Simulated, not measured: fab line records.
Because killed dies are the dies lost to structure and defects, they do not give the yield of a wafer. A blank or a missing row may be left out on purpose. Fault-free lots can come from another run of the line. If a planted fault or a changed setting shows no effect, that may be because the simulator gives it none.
Which tool is to blame? -- flow sky130 -- 33 wafers from 11 lots sampled at 5 of the route's 708 steps

## WHAT EACH GAUGE READ, for each wafer
SKY_VIA1_THK_MEAS_23: measures by xrf.
lot,measured,on,VIA1_W_THK (nm)
L829,day 34 09:01,filmMetro-01,285 280 279
L830,day 34 15:34,filmMetro-01,273 277 281
L831,day 34 19:44,filmMetro-03,280 280 280
L832,day 35 06:22,filmMetro-01,284 281 285
L835,day 36 04:10,filmMetro-02,281 275 277
L833,day 36 05:37,filmMetro-01,277 278 278
L836,day 36 22:34,filmMetro-02,277 282 279
L837,day 37 09:56,filmMetro-03,281 286 282
L840,day 37 19:40,filmMetro-03,280 275 284
L843,day 38 21:21,filmMetro-02,284 286 284
L844,day 39 01:14,filmMetro-02,275 281 281

SKY_METAL2_CD_MEAS_15: target cd 140 nm.
lot,measured,on,cdNm (nm)
L829,day 35 12:01,cdSem-02,140.1 141.5 139.6
L830,day 35 18:46,cdSem-01,140.6 142.2 140.4
L831,day 35 23:18,cdSem-01,141.4 139.3 140.0
L832,day 36 09:32,cdSem-02,141.7 139.6 142.0
L835,day 37 07:13,cdSem-01,140.6 141.5 142.1
L833,day 37 08:16,cdSem-02,139.4 140.3 139.7
L836,day 38 01:44,cdSem-01,140.1 140.8 139.9
L837,day 38 12:50,cdSem-01,138.7 138.2 139.1
L840,day 38 21:56,cdSem-01,141.1 140.6 141.0
L843,day 39 22:16,cdSem-01,142.6 143.0 143.0
L844,day 40 04:37,cdSem-01,84.5 102.4 110.7

## EACH LOT AND THE TOOL THAT RAN IT (in order: tool; ch and the chambers of the sampled wafers; start)
lot,SKY_METAL2_SPUTTER_01,SKY_METAL2_SPUTTER_04,SKY_METAL2_EXPOSE_12
L829,"pvdSputter-04, day 34 09:24","pvdSputter-04, day 34 09:28","krfScanner-01 ch 0, day 34 23:12"
L830,"pvdSputter-04, day 34 15:55","pvdSputter-04, day 34 15:59","krfScanner-01 ch 0, day 35 05:41"
L831,"pvdSputter-02, day 34 20:07","pvdSputter-02, day 34 20:11","krfScanner-02 ch 0, day 35 10:27"
L832,"pvdSputter-04, day 35 06:44","pvdSputter-04, day 35 06:49","krfScanner-01 ch 0, day 35 20:19"
L835,"pvdSputter-03, day 36 04:40","pvdSputter-03, day 36 04:44","krfScanner-01 ch 0, day 36 18:36"
L833,"pvdSputter-04, day 36 05:59","pvdSputter-04, day 36 06:04","krfScanner-02 ch 0, day 36 19:34"
L836,"pvdSputter-03, day 36 22:56","pvdSputter-03, day 36 23:01","krfScanner-01 ch 0, day 37 12:05"
L837,"pvdSputter-04, day 37 10:19","pvdSputter-04, day 37 10:23","krfScanner-02 ch 0, day 38 00:04"
L840,"pvdSputter-03, day 37 20:02","pvdSputter-03, day 37 20:07","krfScanner-02 ch 0, day 38 09:11"
L843,"pvdSputter-03, day 38 21:43","pvdSputter-03, day 38 21:47","krfScanner-01 ch 0, day 39 10:22"
L844,"pvdSputter-02, day 39 03:56","pvdSputter-02, day 39 04:00","krfScanner-02 ch 0, day 39 16:12"
- SKY_METAL2_SPUTTER_01: material TiN, target thk 20 nm, time 16.7 s.
- SKY_METAL2_SPUTTER_04: material TiN, target thk 70 nm, time 58.3 s.
- SKY_METAL2_EXPOSE_12: exposes mask MM2, target cd 140 nm.

## WHAT THE TOOLS THEMSELVES READ (means of the sampled wafers that have a number; where no wafer has one, the mark that the record gives instead)
SKY_METAL2_SPUTTER_01.
lot,tool,chamberPressurePa (Pa),throttleValvePct (%)
L829,pvdSputter-04,0.4000,28.7
L830,pvdSputter-04,0.4000,30.0
L831,pvdSputter-02,0.4007,30.8
L832,pvdSputter-04,0.4007,29.2
L835,pvdSputter-03,0.4000,29.5
L833,pvdSputter-04,0.3992,28.5
L836,pvdSputter-03,0.3997,30.3
L837,pvdSputter-04,0.3999,29.8
L840,pvdSputter-03,0.4010,30.5
L843,pvdSputter-03,0.4009,30.4
L844,pvdSputter-02,0.4000,30.2

SKY_METAL2_SPUTTER_04.
lot,tool,chamberPressurePa (Pa),throttleValvePct (%)
L829,pvdSputter-04,0.3998,28.7
L830,pvdSputter-04,0.4007,30.0
L831,pvdSputter-02,0.3996,30.7
L832,pvdSputter-04,0.4006,29.1
L835,pvdSputter-03,0.4000,29.6
L833,pvdSputter-04,0.3992,28.6
L836,pvdSputter-03,0.3995,30.4
L837,pvdSputter-04,0.4000,29.9
L840,pvdSputter-03,0.4004,30.4
L843,pvdSputter-03,0.3994,30.3
L844,pvdSputter-02,0.3998,30.2

SKY_METAL2_EXPOSE_12.
lot,tool,exposureDoseMJCm2,reticleTempC (C)
L829,krfScanner-01,27.985,22.91
L830,krfScanner-01,27.986,22.95
L831,krfScanner-02,27.990,23.03
L832,krfScanner-01,27.987,23.07
L835,krfScanner-01,28.018,23.04
L833,krfScanner-02,28.020,22.89
L836,krfScanner-01,28.009,23.04
L837,krfScanner-02,27.955,23.02
L840,krfScanner-02,27.964,23.04
L843,krfScanner-01,28.045,23.01
L844,krfScanner-02,26.176,23.04

## THE ANSWER, worked out from the rows above alone
Rule: the usual values come from the lots themselves. The widest of any qualifying gaps counts: lots, ordered by their means at a reading, are off when they make up no more than a third of the lots, leave a main group of 4 or more, and stand apart from it by 3 or more times the standard deviation of that group's means. Not used: any main group whose means are identical at the precision the tables above print for the reading. Also off: a lot with no number at a reading for which 4 or more lots have one. Where the step has rows for the other lots, those lots are counted as sound. After the gauges, taken in route order, come the tools' own readings; for these a lot's mean is taken, as printed above. The first step at which some lot is off is used, and at that step the reading that is off furthest; a lot without a number counts as furthest.
Off, at SKY_METAL2_CD_MEAS_15 on cdNm: L844. Main group: mean 140.7 nm, sd 1.
A tool fits if, at a process step before that reading, it ran every lot that is off, and no sound lot after the first of them. Not tried: the gauges at SKY_METAL2_CD_MEAS_15; whatever is off there is also off at SKY_METAL2_EXPOSE_12, on other tools, and gauge error can't account for it. This does not decide it: 2 tools fit, namely pvdSputter-02 at SKY_METAL2_SPUTTER_01 and SKY_METAL2_SPUTTER_04 and krfScanner-02 at SKY_METAL2_EXPOSE_12.

## WHAT THE SIMULATOR HAD INSERTED
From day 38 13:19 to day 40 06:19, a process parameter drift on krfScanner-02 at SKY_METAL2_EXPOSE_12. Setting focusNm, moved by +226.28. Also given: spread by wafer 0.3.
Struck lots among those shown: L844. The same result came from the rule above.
